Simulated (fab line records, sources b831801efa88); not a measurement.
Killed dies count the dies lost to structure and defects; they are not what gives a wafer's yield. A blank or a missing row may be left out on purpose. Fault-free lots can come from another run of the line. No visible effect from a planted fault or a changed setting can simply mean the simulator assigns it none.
fab line records	flow sky130
record: lots: 14	wafers: 42	last-day: 50
route steps=708 shown SONOS_ONO@173 GATE_OXIDE@199 POLY_GATE@218 PAD_OPEN@708
lots that met no fault: from a run of the same line without faults
start-h: hours from the record's opening day to when the first of the lot's shown wafers began	wait-h: how many hours have passed since the lot's step before this one	" as in the row above	L1.1+2: a single row standing in for several wafers	- no value, or no start was given	* or withheld: withheld	< > ~ a bound
route shown NAME@n: NAME is a module with steps in the file, n the number in the route of the first one	usual: mean/standard deviation taken from wafers without a fault	same: alike in all rows	chamber/n: place in a boat	sites: the reading at each site	_std_site: their standard deviation	_edge_site: inner sites' mean taken away from outer sites' mean	radius-mm: how far each site lies from the wafer's centre	mask NAME#n: copy n	behind: the last tool/chamber to shape the wafer	hold: why the lot went on hold/how many hours it stayed there/how the hold came to an end	device: the n, p or np transistor that did not switch	end of line: the same wafers' tests at the end of the route	a step given without rows: its recipe and nothing more	killed: count of dies lost to structure and defects at first sort (not the wafer's yield)	map: dies across one wafer; x = killed, . = not, _ = none there
set.NAME: the setting as run; set.NAME@STEP: as run at that earlier step	model.NAME: the simulator's own value behind a step, which no gauge read
route steps across a sampled set of lots; one table per step, one row per wafer
== steps ==
step: SKY_SONOS_ONO_THK_MEAS_05
recipe: reads: SiO2_of_SONOS_ONO_CVD_04
usual: SONOS_ONO_CVD_04_THK: 5.74/0.11
lot.wafer	tool	chamber	start-h	wait-h	SONOS_ONO_CVD_04_THK[nm]
L182.2	film-metro-04	-	262.97	0.0	5.78
L182.3	"	-	"	"	5.95
L182.4	"	-	"	"	5.95
L185.1	film-metro-03	-	280.81	0.0	5.85
L185.2	"	-	"	"	5.76
L185.5	"	-	"	"	5.83
L186.1	film-metro-01	-	294.70	0.0	5.75
L186.2	"	-	"	"	5.79
L186.3	"	-	"	"	5.82
L187.2	film-metro-03	-	294.71	0.0	5.72
L187.3	"	-	"	"	5.73
L187.6	"	-	"	"	5.77
L188.1	film-metro-03	-	306.35	0.0	5.89
L188.3	"	-	"	"	5.79
L188.6	"	-	"	"	5.82
L189.4	film-metro-01	-	309.80	0.0	5.77
L189.5	"	-	"	"	5.73
L189.6	"	-	"	"	5.76
L190.4	film-metro-03	-	318.48	0.0	5.62
L190.5	"	-	"	"	5.51
L190.6	"	-	"	"	5.56
L191.1	film-metro-01	-	325.07	0.0	5.75
L191.2	"	-	"	"	5.75
L191.3	"	-	"	"	5.75
L192.3	film-metro-03	-	332.17	0.0	5.81
L192.5	"	-	"	"	5.80
L192.6	"	-	"	"	5.88
L193.1	film-metro-01	-	337.78	0.0	5.88
L193.2	"	-	"	"	5.84
L193.5	"	-	"	"	5.92
L196.2	film-metro-04	-	366.81	0.0	5.64
L196.4	"	-	"	"	5.71
L196.6	"	-	"	"	5.61
L202.1	film-metro-03	-	412.34	0.0	5.67
L202.3	"	-	"	"	5.72
L202.4	"	-	"	"	5.74
L203.1	film-metro-04	-	428.99	0.0	5.61
L203.3	"	-	"	"	5.68
L203.6	"	-	"	"	5.57
L205.3	film-metro-03	-	452.40	0.0	5.85
L205.4	"	-	"	"	5.97
L205.6	"	-	"	"	5.85
step: SKY_SONOS_ONO_CD_MEAS_13
recipe: target-cd-nm: 410
usual: cd-nm: 409.1/2.6
lot.wafer	tool	chamber	start-h	wait-h	cd-nm
L182.2	cd-sem-02	-	285.84	0.1	408.0
L182.3	"	-	"	"	409.9
L182.4	"	-	"	"	408.1
L185.1	cd-sem-01	-	305.28	0.1	410.1
L185.2	"	-	"	"	409.7
L185.5	"	-	"	"	408.6
L186.1	cd-sem-02	-	320.07	0.1	411.0
L186.2	"	-	"	"	411.8
L186.3	"	-	"	"	411.4
L187.2	cd-sem-01	-	320.16	0.2	412.5
L187.3	"	-	"	"	412.1
L187.6	"	-	"	"	409.8
L188.1	cd-sem-02	-	332.38	0.1	408.7
L188.3	"	-	"	"	410.4
L188.6	"	-	"	"	411.3
L189.4	cd-sem-02	-	334.63	0.1	410.1
L189.5	"	-	"	"	409.0
L189.6	"	-	"	"	410.4
L190.4	cd-sem-01	-	345.48	0.1	405.7
L190.5	"	-	"	"	409.2
L190.6	"	-	"	"	406.3
L191.1	cd-sem-02	-	351.27	0.1	410.6
L191.2	"	-	"	"	411.3
L191.3	"	-	"	"	409.6
L192.3	cd-sem-01	-	359.16	0.1	412.4
L192.5	"	-	"	"	409.9
L192.6	"	-	"	"	410.0
L193.1	cd-sem-01	-	365.08	0.1	409.5
L193.2	"	-	"	"	408.7
L193.5	"	-	"	"	411.6
L196.2	cd-sem-01	-	395.84	0.1	412.7
L196.4	"	-	"	"	411.6
L196.6	"	-	"	"	412.9
L202.1	cd-sem-02	-	443.07	0.1	405.4
L202.3	"	-	"	"	404.6
L202.4	"	-	"	"	405.7
L203.1	cd-sem-01	-	460.07	0.1	411.6
L203.3	"	-	"	"	411.5
L203.6	"	-	"	"	409.5
L205.3	cd-sem-01	-	482.51	0.1	409.8
L205.4	"	-	"	"	410.9
L205.6	"	-	"	"	413.4
step: SKY_GATE_OXIDE_WET_ETCH_12
recipe: chemistry: dHF	target-depth-nm: 16.8	dry: n2-spin	target: SiO2	dilution: 100:1	temp-c: 25	time-s: 336
usual: bath-heat-duty-pct: 6.0/0.87	run-length-s: 365/3.6
lot.wafer	tool	chamber	start-h	wait-h	bath-heat-duty-pct	run-length-s
L182.2	wet-bench-01	0	320.57	0.1	4.7	362
L182.3	"	0	"	"	6.1	362
L182.4	"	0	"	"	5.2	362
L185.1	wet-bench-01	1	337.11	0.1	4.8	361
L185.2	"	1	"	"	5.3	361
L185.5	"	1	"	"	4.4	361
L186.1	wet-bench-04	0	350.41	0.1	5.8	363
L186.2	"	0	"	"	5.6	363
L186.3	"	0	"	"	5.5	363
L187.2	wet-bench-04	0	350.77	0.1	5.8	363
L187.3	"	0	"	"	5.4	363
L187.6	"	0	"	"	5.9	363
L188.1	wet-bench-04	1	362.71	0.1	6.2	362
L188.3	"	1	"	"	6.5	362
L188.6	"	1	"	"	7.2	362
L189.4	wet-bench-01	3	364.67	0.1	7.0	363
L189.5	"	3	"	"	7.3	363
L189.6	"	3	"	"	7.0	363
L190.4	wet-bench-02	3	376.11	0.1	6.0	368
L190.5	"	3	"	"	6.1	368
L190.6	"	3	"	"	7.8	368
L191.1	wet-bench-01	0	383.36	0.1	4.9	369
L191.2	"	0	"	"	6.4	369
L191.3	"	0	"	"	5.0	369
L192.3	wet-bench-04	1	389.81	0.1	5.6	361
L192.5	"	1	"	"	6.4	361
L192.6	"	1	"	"	5.3	361
L193.1	wet-bench-02	0	400.82	0.1	6.6	362
L193.2	"	0	"	"	6.5	362
L193.5	"	0	"	"	6.6	362
L196.2	wet-bench-01	1	428.21	0.1	4.6	361
L196.4	"	1	"	"	4.8	361
L196.6	"	1	"	"	4.8	361
L202.1	wet-bench-04	0	476.11	0.1	6.0	184
L202.3	"	0	"	"	6.1	184
L202.4	"	0	"	"	6.7	184
L203.1	wet-bench-04	1	495.00	0.1	5.9	182
L203.3	"	1	"	"	5.8	182
L203.6	"	1	"	"	5.9	182
L205.3	wet-bench-01	1	515.66	0.1	4.4	361
L205.4	"	1	"	"	4.5	361
L205.6	"	1	"	"	5.4	361
step: SKY_POLY_GATE_THK_MEAS_04
recipe: reads: Si3N4_of_POLY_GATE_CVD_03
usual: POLY_GATE_CVD_03_THK: 75.1/0.77
lot.wafer	tool	chamber	start-h	wait-h	POLY_GATE_CVD_03_THK[nm]
L182.2	film-metro-03	-	357.35	0.0	74.0
L182.3	"	-	"	"	73.5
L182.4	"	-	"	"	74.6
L185.1	film-metro-01	-	371.05	0.0	73.3
L185.2	"	-	"	"	72.8
L185.5	"	-	"	"	73.3
L186.1	film-metro-03	-	383.14	0.0	75.3
L186.2	"	-	"	"	75.0
L186.3	"	-	"	"	75.1
L187.2	film-metro-01	-	386.71	0.0	76.3
L187.3	"	-	"	"	76.3
L187.6	"	-	"	"	77.5
L188.1	film-metro-03	-	396.96	0.0	74.0
L188.3	"	-	"	"	74.6
L188.6	"	-	"	"	74.9
L189.4	film-metro-03	-	401.80	0.0	74.2
L189.5	"	-	"	"	74.3
L189.6	"	-	"	"	73.7
L190.4	film-metro-02	-	412.42	0.0	75.8
L190.5	"	-	"	"	75.8
L190.6	"	-	"	"	76.1
L191.1	film-metro-01	-	420.37	0.0	75.5
L191.2	"	-	"	"	75.2
L191.3	"	-	"	"	74.6
L192.3	film-metro-02	-	426.65	0.0	73.9
L192.5	"	-	"	"	74.3
L192.6	"	-	"	"	74.0
L193.1	film-metro-01	-	437.15	0.0	75.1
L193.2	"	-	"	"	75.4
L193.5	"	-	"	"	75.5
L196.2	film-metro-03	-	470.30	0.0	75.5
L196.4	"	-	"	"	74.5
L196.6	"	-	"	"	75.5
L205.3	film-metro-01	-	550.51	0.0	76.1
L205.4	"	-	"	"	76.3
L205.6	"	-	"	"	76.5
step: SKY_PAD_OPEN_PROBE_99
usual: killed_at_M0_to_M3: 44/7	killed_at_M4_up: 3.4/1.7	killed-at-contacts: 24/4.9	killed-at-front-end: 15/4.5	killed-at-other: 0.4/0.61	killed-dies: 86/9.7	killed-on-rim: 17/3.6	killed-open: 47/7.1	killed-short: 39/6.1
same: gross-dies: 492	killed-at-back-side: 0
lot.wafer	tool	chamber	start-h	wait-h	killed_at_M0_to_M3	killed_at_M4_up	killed-at-contacts	killed-at-front-end	killed-at-other	killed-dies	killed-on-rim	killed-open	killed-short
L182.2	prober-01	-	1089.41	0.1	35	4	24	12	0	75	14	46	29
L182.3	prober-01	-	1089.46	0.2	43	3	19	16	0	81	15	44	37
L182.4	prober-01	-	1089.51	0.2	48	2	24	8	0	82	18	50	32
L185.1	prober-02	-	1102.49	0.1	38	3	27	10	0	78	12	45	33
L185.2	prober-02	-	1102.54	0.1	49	2	22	5	1	79	12	44	35
L185.5	prober-02	-	1102.69	0.2	31	2	22	11	0	66	9	35	31
L186.1	prober-01	-	1107.14	0.1	39	4	27	14	0	84	15	48	35
L186.2	prober-01	-	1107.19	0.1	47	4	25	21	1	98	19	52	44
L186.3	prober-01	-	1107.24	0.2	53	5	20	21	0	99	25	57	41
L187.2	prober-01	-	1110.89	0.1	45	0	35	16	1	97	15	55	40
L187.3	prober-01	-	1110.94	0.2	60	3	30	14	0	107	21	68	38
L187.6	prober-01	-	1111.09	0.2	42	4	25	25	0	96	19	52	43
L188.1	prober-02	-	1119.20	0.1	34	2	26	11	2	75	14	45	30
L188.3	prober-02	-	1119.30	0.2	41	0	28	15	2	86	13	49	36
L188.6	prober-02	-	1119.45	0.2	44	0	24	12	0	80	13	36	43
L189.4	prober-01	-	1120.71	0.2	48	6	26	11	0	91	20	54	37
L189.5	prober-01	-	1120.76	0.2	41	4	16	12	0	73	15	34	39
L189.6	prober-01	-	1120.81	0.2	47	2	21	15	1	86	16	47	39
L190.4	prober-02	-	1127.14	0.2	52	2	23	13	0	90	18	56	33
L190.5	prober-02	-	1127.19	0.2	39	4	23	14	0	80	14	43	37
L190.6	prober-02	-	1127.24	0.2	55	1	20	17	0	93	21	53	40
L191.1	prober-01	-	1132.25	0.1	41	3	19	19	2	84	19	42	41
L191.2	prober-01	-	1132.30	0.1	55	2	20	22	1	100	23	51	48
L191.3	prober-01	-	1132.35	0.2	41	7	23	12	0	83	14	44	39
L192.3	prober-02	-	1136.25	0.2	42	6	20	17	1	86	17	44	41
L192.5	prober-02	-	1136.35	0.2	47	4	20	17	1	89	12	55	34
L192.6	prober-02	-	1136.40	0.2	49	0	26	16	0	91	13	44	47
L193.1	prober-01	-	1146.21	0.1	43	4	21	9	0	77	21	48	29
L193.2	prober-01	-	1146.26	0.1	41	2	20	29	1	93	14	51	42
L193.5	prober-01	-	1146.41	0.2	47	6	20	18	0	91	23	51	39
L196.2	prober-02	-	1162.90	0.1	39	2	17	12	0	70	16	32	38
L196.4	prober-02	-	1163.00	0.2	42	1	25	18	1	87	18	42	45
L196.6	prober-02	-	1163.10	0.2	41	3	20	11	0	75	16	47	28
L202.1	prober-02	-	1184.89	0.1	47	4	36	405	0	492	96	61	41
L202.3	prober-02	-	1184.99	0.2	46	2	26	418	0	492	96	51	46
L202.4	prober-02	-	1185.04	0.2	35	3	21	432	1	492	96	38	31
L203.1	prober-01	-	1194.88	0.1	42	4	22	424	0	492	96	40	42
L203.3	prober-01	-	1194.98	0.2	51	4	17	420	0	492	96	44	42
L203.6	prober-01	-	1195.13	0.2	55	2	20	415	0	492	96	40	47
L205.3	prober-01	-	1207.79	0.2	41	2	19	14	0	76	18	40	36
L205.4	prober-01	-	1207.84	0.2	48	3	14	18	0	83	17	36	47
L205.6	prober-01	-	1207.94	0.2	37	2	24	17	0	80	14	43	35
killed by level:class
L182.2 CONTACT:geometric-particle:open=12 VIA3:geometric-particle:open=8 VIA1:geometric-particle:open=7 FIELD_ISO:geometric-particle:open=5 CONTACT:geometric-particle:short=5 METAL1:geometric-particle:short=5 LI_CONTACT:geometric-particle:open=4 VIA3:geometric-particle:short=4
L182.3 VIA1:geometric-particle:open=11 CONTACT:geometric-particle:open=11 VIA3:geometric-particle:open=10 METAL2:geometric-particle:short=7 FIELD_ISO:geometric-particle:short=5 VIA1:geometric-particle:short=5 POLY_GATE:geometric-particle:short=4 LI_CONTACT:geometric-particle:open=4
L182.4 VIA1:geometric-particle:open=13 CONTACT:geometric-particle:open=11 METAL1:geometric-particle:short=8 VIA2:geometric-particle:open=8 LI_CONTACT:geometric-particle:open=5 CONTACT:geometric-particle:short=4 VIA2:geometric-particle:short=4 VIA3:geometric-particle:open=4
L185.1 CONTACT:geometric-particle:short=10 VIA2:geometric-particle:open=10 LI_CONTACT:geometric-particle:open=7 VIA3:geometric-particle:open=7 VIA1:geometric-particle:open=6 CONTACT:geometric-particle:open=5 METAL1:geometric-particle:short=4 LI_CONTACT:geometric-particle:short=4
L185.2 VIA1:geometric-particle:open=12 VIA3:geometric-particle:open=10 CONTACT:geometric-particle:open=8 CONTACT:geometric-particle:short=6 VIA1:geometric-particle:short=6 VIA2:geometric-particle:open=5 METAL1:geometric-particle:short=5 METAL2:geometric-particle:short=5
L185.5 CONTACT:geometric-particle:short=8 LI_CONTACT:geometric-particle:open=7 VIA1:geometric-particle:open=7 VIA3:geometric-particle:open=7 VIA2:geometric-particle:open=4 POLY_GATE:geometric-particle:short=3 CONTACT:geometric-particle:open=3 METAL1:geometric-particle:short=3
L186.1 CONTACT:geometric-particle:open=9 LI_CONTACT:geometric-particle:open=8 VIA1:geometric-particle:open=8 METAL2:geometric-particle:short=7 FIELD_ISO:geometric-particle:open=6 VIA3:geometric-particle:open=5 CONTACT:geometric-particle:short=5 METAL1:geometric-particle:short=5
L186.2 VIA1:geometric-particle:open=13 CONTACT:geometric-particle:open=12 FIELD_ISO:geometric-particle:short=8 VIA3:geometric-particle:open=7 CONTACT:geometric-particle:short=5 METAL1:geometric-particle:short=5 VIA1:geometric-particle:short=5 LI_CONTACT:geometric-particle:open=4
L186.3 VIA1:geometric-particle:open=10 POLY_GATE:geometric-particle:open=9 VIA2:geometric-particle:open=8 VIA3:geometric-particle:open=7 CONTACT:geometric-particle:short=6 FIELD_ISO:geometric-particle:short=4 FIELD_ISO:geometric-particle:open=4 LI_CONTACT:geometric-particle:open=4
L187.2 VIA3:geometric-particle:open=13 CONTACT:geometric-particle:open=12 VIA2:geometric-particle:open=5 CONTACT:geometric-particle:short=5 LI_CONTACT:geometric-particle:open=5 LOCAL_INTERCONNECT:geometric-particle:short=5 VIA1:geometric-particle:open=5 FIELD_ISO:geometric-particle:open=4
L187.3 VIA1:geometric-particle:open=16 CONTACT:geometric-particle:open=12 LI_CONTACT:geometric-particle:open=9 VIA3:geometric-particle:open=9 METAL1:geometric-particle:short=7 VIA2:geometric-particle:open=7 FIELD_ISO:geometric-particle:open=6 LOCAL_INTERCONNECT:geometric-particle:short=5
L187.6 VIA1:geometric-particle:open=16 CONTACT:geometric-particle:open=8 FIELD_ISO:geometric-particle:short=7 POLY_GATE:geometric-particle:open=6 VIA3:geometric-particle:open=6 CONTACT:geometric-particle:short=6 LI_CONTACT:geometric-particle:open=5 POLY_GATE:geometric-particle:short=5
L188.1 CONTACT:geometric-particle:open=12 CONTACT:geometric-particle:short=6 VIA1:geometric-particle:open=6 VIA2:geometric-particle:open=6 FIELD_ISO:geometric-particle:open=5 VIA1:geometric-particle:short=4 LI_CONTACT:geometric-particle:open=4 METAL1:geometric-particle:short=4
L188.3 CONTACT:geometric-particle:open=9 VIA1:geometric-particle:open=9 VIA3:geometric-particle:open=8 LI_CONTACT:geometric-particle:open=7 METAL1:geometric-particle:short=6 CONTACT:geometric-particle:short=6 VIA1:geometric-particle:short=5 VIA2:geometric-particle:open=4
L188.6 CONTACT:geometric-particle:short=11 VIA1:geometric-particle:open=10 VIA1:geometric-particle:short=8 CONTACT:geometric-particle:open=7 METAL2:geometric-particle:short=6 VIA2:geometric-particle:open=5 VIA3:geometric-particle:open=5 FIELD_ISO:geometric-particle:open=3
L189.4 VIA1:geometric-particle:open=14 CONTACT:geometric-particle:open=13 VIA3:geometric-particle:open=10 CONTACT:geometric-particle:short=9 VIA2:geometric-particle:open=6 METAL2:geometric-particle:short=5 METAL1:geometric-particle:short=4 VIA1:geometric-particle:short=4
L189.5 CONTACT:geometric-particle:short=8 VIA1:geometric-particle:open=8 VIA1:geometric-particle:short=6 VIA2:geometric-particle:open=6 VIA3:geometric-particle:open=5 POLY_GATE:geometric-particle:short=4 METAL2:geometric-particle:short=4 METAL3:geometric-particle:short=4
L189.6 VIA1:geometric-particle:open=13 CONTACT:geometric-particle:open=7 CONTACT:geometric-particle:short=7 VIA1:geometric-particle:short=7 FIELD_ISO:geometric-particle:open=6 VIA2:geometric-particle:open=6 VIA3:geometric-particle:open=5 FIELD_ISO:geometric-particle:short=4
L190.4 VIA1:geometric-particle:open=13 VIA2:geometric-particle:open=10 VIA3:geometric-particle:open=8 CONTACT:geometric-particle:open=7 LI_CONTACT:geometric-particle:open=6 LOCAL_INTERCONNECT:geometric-particle:short=5 METAL1:geometric-particle:short=5 VIA1:geometric-particle:short=5
L190.5 VIA1:geometric-particle:open=11 FIELD_ISO:geometric-particle:short=7 LOCAL_INTERCONNECT:geometric-particle:short=7 LI_CONTACT:geometric-particle:open=6 CONTACT:geometric-particle:open=6 VIA1:geometric-particle:short=6 VIA2:geometric-particle:open=6 METAL1:geometric-particle:open=4
L190.6 VIA1:geometric-particle:open=12 CONTACT:geometric-particle:open=11 VIA3:geometric-particle:open=8 VIA1:geometric-particle:short=7 VIA2:geometric-particle:short=7 VIA2:geometric-particle:open=6 METAL1:geometric-particle:short=5 POLY_GATE:geometric-particle:short=4
L191.1 POLY_GATE:geometric-particle:open=8 FIELD_ISO:geometric-particle:open=7 VIA3:geometric-particle:short=7 CONTACT:geometric-particle:short=6 CONTACT:geometric-particle:open=6 METAL1:geometric-particle:short=6 VIA3:geometric-particle:open=6 METAL2:geometric-particle:short=5
L191.2 CONTACT:geometric-particle:open=12 METAL2:geometric-particle:short=10 FIELD_ISO:geometric-particle:short=7 FIELD_ISO:geometric-particle:open=7 VIA3:geometric-particle:open=7 METAL1:geometric-particle:short=7 VIA2:geometric-particle:open=7 CONTACT:geometric-particle:short=5
L191.3 VIA1:geometric-particle:open=11 CONTACT:geometric-particle:open=8 VIA3:geometric-particle:open=8 VIA1:geometric-particle:short=6 CONTACT:geometric-particle:short=5 METAL4:geometric-particle:short=5 FIELD_ISO:geometric-particle:short=4 FIELD_ISO:geometric-particle:open=4
L192.3 VIA1:geometric-particle:open=10 VIA3:geometric-particle:open=7 LI_CONTACT:geometric-particle:open=6 METAL1:geometric-particle:short=6 FIELD_ISO:geometric-particle:short=5 CONTACT:geometric-particle:open=5 FIELD_ISO:geometric-particle:open=4 METAL2:geometric-particle:short=4
L192.5 CONTACT:geometric-particle:open=11 VIA3:geometric-particle:open=10 FIELD_ISO:geometric-particle:open=8 VIA2:geometric-particle:open=8 VIA1:geometric-particle:open=7 METAL1:geometric-particle:short=5 VIA3:geometric-particle:short=4 CONTACT:geometric-particle:short=3
L192.6 VIA1:geometric-particle:open=10 METAL1:geometric-particle:short=7 VIA2:geometric-particle:open=6 LI_CONTACT:geometric-particle:open=6 VIA2:geometric-particle:short=6 LI_CONTACT:geometric-particle:short=5 CONTACT:geometric-particle:open=5 CONTACT:geometric-particle:short=5
L193.1 VIA3:geometric-particle:open=9 VIA1:geometric-particle:open=8 VIA2:geometric-particle:open=7 METAL1:geometric-particle:short=7 LI_CONTACT:geometric-particle:open=6 CONTACT:geometric-particle:open=6 CONTACT:geometric-particle:short=5 METAL2:geometric-particle:short=5
L193.2 CONTACT:geometric-particle:open=9 VIA2:geometric-particle:open=8 VIA3:geometric-particle:open=8 VIA1:geometric-particle:open=7 POLY_GATE:geometric-particle:short=6 FIELD_ISO:geometric-particle:open=5 FIELD_ISO:geometric-particle:short=5 POLY_GATE:geometric-particle:open=5
L193.5 VIA3:geometric-particle:open=10 CONTACT:geometric-particle:open=8 VIA1:geometric-particle:open=7 METAL1:geometric-particle:short=6 VIA2:geometric-particle:open=6 FIELD_ISO:geometric-particle:open=5 POLY_GATE:geometric-particle:open=5 METAL2:geometric-particle:short=5
L196.2 VIA1:geometric-particle:open=9 FIELD_ISO:geometric-particle:short=7 METAL1:geometric-particle:short=6 LI_CONTACT:geometric-particle:open=5 CONTACT:geometric-particle:open=5 METAL2:geometric-particle:short=5 VIA2:geometric-particle:short=5 LOCAL_INTERCONNECT:geometric-particle:short=4
L196.4 VIA1:geometric-particle:open=11 CONTACT:geometric-particle:open=10 FIELD_ISO:geometric-particle:short=8 FIELD_ISO:geometric-particle:open=6 VIA1:geometric-particle:short=6 LOCAL_INTERCONNECT:geometric-particle:short=5 METAL2:geometric-particle:short=5 VIA3:geometric-particle:open=5
L196.6 LI_CONTACT:geometric-particle:open=9 VIA1:geometric-particle:open=7 METAL1:geometric-particle:short=7 VIA3:geometric-particle:open=7 VIA2:geometric-particle:open=6 CONTACT:geometric-particle:open=4 VIA1:geometric-particle:short=4 FIELD_ISO:geometric-particle:open=3
L202.1 GATE_OXIDE:area-etch=390 CONTACT:geometric-particle:open=15 VIA1:geometric-particle:open=13 VIA2:geometric-particle:open=10 VIA3:geometric-particle:open=8 POLY_GATE:geometric-particle:short=6 LOCAL_INTERCONNECT:geometric-particle:short=6 LI_CONTACT:geometric-particle:open=5
L202.3 GATE_OXIDE:area-etch=395 VIA1:geometric-particle:open=11 LI_CONTACT:geometric-particle:open=10 VIA1:geometric-particle:short=10 METAL1:geometric-particle:short=9 CONTACT:geometric-particle:open=8 FIELD_ISO:geometric-particle:open=7 METAL2:geometric-particle:short=7
L202.4 GATE_OXIDE:area-etch=422 VIA1:geometric-particle:open=10 CONTACT:geometric-particle:open=9 METAL1:geometric-particle:short=6 LI_CONTACT:geometric-particle:open=5 VIA1:geometric-particle:short=5 METAL3:geometric-particle:short=3 VIA3:geometric-particle:open=3
L203.1 GATE_OXIDE:area-etch=410 VIA1:geometric-particle:open=9 LOCAL_INTERCONNECT:geometric-particle:short=6 LI_CONTACT:geometric-particle:short=6 CONTACT:geometric-particle:open=6 METAL1:geometric-particle:short=6 VIA2:geometric-particle:open=6 VIA3:geometric-particle:open=5
L203.3 GATE_OXIDE:area-etch=406 VIA2:geometric-particle:open=11 CONTACT:geometric-particle:short=6 METAL1:geometric-particle:short=6 CONTACT:geometric-particle:open=5 METAL2:geometric-particle:short=5 VIA1:geometric-particle:open=5 VIA1:geometric-particle:short=5
L203.6 GATE_OXIDE:area-etch=405 VIA1:geometric-particle:open=11 METAL1:geometric-particle:short=8 VIA2:geometric-particle:open=8 CONTACT:geometric-particle:open=7 VIA1:geometric-particle:short=6 VIA3:geometric-particle:open=6 LI_CONTACT:geometric-particle:short=5
L205.3 VIA1:geometric-particle:open=13 METAL2:geometric-particle:short=7 CONTACT:geometric-particle:open=6 POLY_GATE:geometric-particle:short=5 LI_CONTACT:geometric-particle:open=5 VIA2:geometric-particle:open=5 FIELD_ISO:geometric-particle:short=4 LOCAL_INTERCONNECT:geometric-particle:short=4
L205.4 VIA1:geometric-particle:open=10 POLY_GATE:geometric-particle:short=9 VIA1:geometric-particle:short=9 VIA3:geometric-particle:open=7 VIA2:geometric-particle:short=6 POLY_GATE:geometric-particle:open=5 LI_CONTACT:geometric-particle:open=5 METAL2:geometric-particle:short=5
L205.6 VIA1:geometric-particle:open=10 LI_CONTACT:geometric-particle:open=7 CONTACT:geometric-particle:open=7 METAL1:geometric-particle:short=6 VIA3:geometric-particle:open=5 LI_CONTACT:geometric-particle:short=4 VIA1:geometric-particle:short=4 VIA3:geometric-particle:short=4
== key ==
first-sign: step: SKY_GATE_OXIDE_WET_ETCH_12	reading: run-length-s	direction: down	sigmas: 51	usual: *	struck: *
effect: step: SKY_PAD_OPEN_PROBE_99	reading: killed-at-front-end	direction: up	sigmas: 90	usual: 15	struck: 419
more-kills-born-at: SKY_GATE_OXIDE_WET_ETCH_12@wet-bench-04: 2428
met-at SKY_GATE_OXIDE_WET_ETCH_12
struck-lots L202,L203
later-rows-left-out L202.1,L202.3,L202.4,L203.1,L203.3,L203.6
tester-left-out L202,L203
not-acting-at SKY_SONOS_ONO_THK_MEAS_05,SKY_SONOS_ONO_CD_MEAS_13,SKY_POLY_GATE_THK_MEAS_04
onset-between 389.81 476.11
fault: kind: process-parameter-drift	tool: wet-bench-04	chamber: -	onset-h: 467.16	steps: SKY_GATE_OXIDE_WET_ETCH_12	channel: time-s	offset: *	shape: step	end-h: 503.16	acts-in: *	stated: *
tester-left-out: of these lots the tester's yield and bins aren't shown, on N5 and GAA mostly nor the transistor test; their killed dies are dies lost to structure and defects alone, not to doping, threshold or leakage, so they don't give the yield
later-rows-left-out: the simulator's readings of these wafers behind a module that went badly wrong aren't trusted and aren't shown, but for the sort
